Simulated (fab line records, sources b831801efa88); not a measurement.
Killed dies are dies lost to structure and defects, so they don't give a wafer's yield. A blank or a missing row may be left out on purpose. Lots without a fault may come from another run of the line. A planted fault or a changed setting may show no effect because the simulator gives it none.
A struck lot beside a sound one | flow sky130 | 16 steps out of a route of 708
Sound: wafers L903.1, L903.4, L903.6. Struck: wafers L912.1, L912.4, L912.5. The cause comes at the end.
At each step with rows: each side's tool, then ch and its chambers, then its first start. Under that, the readings that differ: sound wafers | struck wafers | difference of the means | sigmas: that difference in standard deviations of wafers without a fault.
alike: readings whose means differ by less than 2 such deviations, and words and numbers that are the same on both sides. not compared: withheld readings, readings that some wafer has no value for, bounds like >300 that may hide the same value, and numbers for which the record gives no deviation and whose values overlap.
The two part at a step that has a row with sigmas, a row that says differs or no value, or rows on one side only. Numbers that don't overlap but have no deviation are shown without sigmas and don't part them. A reading that every wafer of one side lacks parts them only if that side has two wafers or more.

SKY_VT_ADJUST_LVTN_OVL_MEAS_07:
  sound on overlay-02, day 9 03:34; struck on overlay-01, day 11 13:10
  alike: VT_ADJUST_LVTN_OVL
then, 1 step without rows for these wafers: SKY_VT_ADJUST_LVTN_IMPLANT_08.
SKY_VT_ADJUST_LVTN_STRIP_09: strips in O2/N2.
  sound on plasma_asher-01 ch 0,1, day 9 03:44; struck on plasma_asher-03 ch 0,1, day 11 13:20
  alike: drypump_motor_current_A, oes_product_au, strip_time_to_endpoint_s
  not compared: rf_hours_counter_h
SKY_VT_ADJUST_LVTN_TW_MEAS_10:
  sound on film_metro-04, day 9 03:50; struck on film_metro-01, day 11 13:26
  alike: VT_ADJUST_LVTN_TW
then, 7 steps without rows for these wafers: SKY_VT_ADJUST_LVTN_DEHYDRATE_11 (time 60 s); SKY_VT_ADJUST_LVTN_HMDS_12 (prime time 60 s); SKY_VT_ADJUST_LVTN_COAT_13 (resist thk 1140 nm); SKY_VT_ADJUST_LVTN_SOFTBAKE_14 (time 60 s); SKY_VT_ADJUST_LVTN_EXPOSE_15 (exposes mask HVN STD DERIVED, target cd 600 nm); SKY_VT_ADJUST_LVTN_PEB_16; SKY_VT_ADJUST_LVTN_DEVELOP_17 (develop time 60 s).
SKY_VT_ADJUST_LVTN_OVL_MEAS_18:
  sound on overlay-02, day 10 01:38; struck on overlay-01, day 12 12:38
  alike: VT_ADJUST_LVTN_01_OVL
SKY_VT_ADJUST_LVTN_IMPLANT_19:
  sound on implanter-02 ch 0, day 10 01:40; struck on implanter-01 ch 0, day 12 12:40
  reading            | sound                      | struck                        | difference | sigmas
  dose_ions_cm2      | 6.5e+11 6.51e+11 6.495e+11 | 3.987e+11 3.982e+11 3.985e+11 | -2.517e+11 | -99 or more
  faraday_current_uA | 3.71 3.68 3.65             | 2.24 2.16 2.31                | -1.44      | -19
  alike: beam_on_s, end_station_pressure_torr
SKY_VT_ADJUST_LVTN_STRIP_20: strips in O2/N2.
  sound on plasma_asher-04 ch 0,1, day 10 01:49; struck on plasma_asher-01 ch 0,1, day 12 12:49
  alike: drypump_motor_current_A, oes_product_au, strip_time_to_endpoint_s
  not compared: rf_hours_counter_h
SKY_VT_ADJUST_LVTN_TW_MEAS_21:
  sound on film_metro-04, day 10 01:55; struck on film_metro-02, day 12 13:09
  reading             | sound             | struck            | difference | sigmas
  VT_ADJUST_LVTN_2_TW | 186.9 186.9 186.0 | 166.1 164.4 164.9 | -21.5      | -20
  not compared: hold
-- the record jumps here: 37 days lie between the struck wafers' starts before and after (it left off in module VT_ADJUST_LVTN and takes up again in module PAD_OPEN, whose first step shown is number 708 of the route) --
SKY_PAD_OPEN_PROBE_99:
  sound on prober-02, day 48 02:32; struck on prober-01, day 49 22:17
  reading                                    | sound                | struck               | difference | sigmas
  model.etest.res_pwell_under_gate.rs_ohm_sq | 2292 2284 2274       | 2333 2322 2338       | +48        |
  model.etest.nfet_g5v0d10v5.body_rise_v (V) | 0.6568 0.6513 0.6529 | 0.6261 0.6333 0.6272 | -0.0248    |
  model.etest.nfet_16v.body_rise_v (V)       | 0.6506 0.6487 0.6486 | 0.6224 0.6278 0.6237 | -0.0247    |
  model.etest.nfet_g5v0d10v5.vt_sat_v (V)    | 0.7607 0.7495 0.7479 | 0.71 0.7231 0.7181   | -0.04      |
  model.etest.nfet_g5v0d10v5.vt_v (V)        | 0.8172 0.8063 0.8049 | 0.7788 0.7916 0.7879 | -0.0234    |
  alike: killed_at_M0_to_M3, killed_at_M4_up, killed_at_contacts, killed_at_front_end, killed_at_other, killed_dies, killed_on_rim, killed_open, killed_short
  not compared: model.etest.nfet_16v.vt_v, model.etest.nfet_g5v0d10v5.vt_long_v

WHERE THEY PART
First at SKY_VT_ADJUST_LVTN_IMPLANT_19; last, within this record, at SKY_VT_ADJUST_LVTN_TW_MEAS_21. Later steps at which nothing parts them and some readings are alike: SKY_PAD_OPEN_PROBE_99.

WHY: what the simulator had put in
Process parameter drift: implanter-01, from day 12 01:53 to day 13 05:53, at SKY_VT_ADJUST_LVTN_IMPLANT_19. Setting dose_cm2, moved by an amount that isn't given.
